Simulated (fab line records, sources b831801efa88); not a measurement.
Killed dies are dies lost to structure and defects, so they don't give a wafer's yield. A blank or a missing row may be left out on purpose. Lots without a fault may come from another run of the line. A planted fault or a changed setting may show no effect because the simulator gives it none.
Which tool did it? | flow gf180mcu | 6 lots, 18 wafers sampled, at 1 step of a route of 602

WHAT THE GAUGES READ, wafer by wafer
GF_V4_THK_MEAS_03.
lot  | measured     | on            | V4_CVD_02_THK (nm)
L365 | day 24 11:58 | film_metro-04 | 836 852 856
L367 | day 24 19:16 | film_metro-03 | 845 830 851
L378 | day 28 00:12 | film_metro-04 | 836 831 836
L380 | day 28 14:21 | film_metro-03 | 826 835 834
L384 | day 29 20:27 | film_metro-01 | 826 852 840
L386 | day 30 07:12 | film_metro-03 | 832 824 848

WHICH TOOL RAN EACH LOT (tool, then ch and the chambers of the sampled wafers, then the start)
The record holds no process step before these readings.

THE ANSWER, worked out from the rows above alone
Rule: what is usual is taken from the lots themselves. Put in order of their means at a reading, lots are off if they are a third of the lots or fewer, leave a main group of 4 or more, and stand apart from it by a gap of 3 or more times the standard deviation of the main group's means; of several such gaps the widest counts. A main group whose means are all the same, to the digits that the tables above print for the reading, isn't used. A lot without any number at a reading at which 4 lots or more have one is off too. The other lots that the step has rows for count as sound.
No lot is off at any reading shown: from this, nothing can be told.

WHAT THE SIMULATOR HAD PUT IN
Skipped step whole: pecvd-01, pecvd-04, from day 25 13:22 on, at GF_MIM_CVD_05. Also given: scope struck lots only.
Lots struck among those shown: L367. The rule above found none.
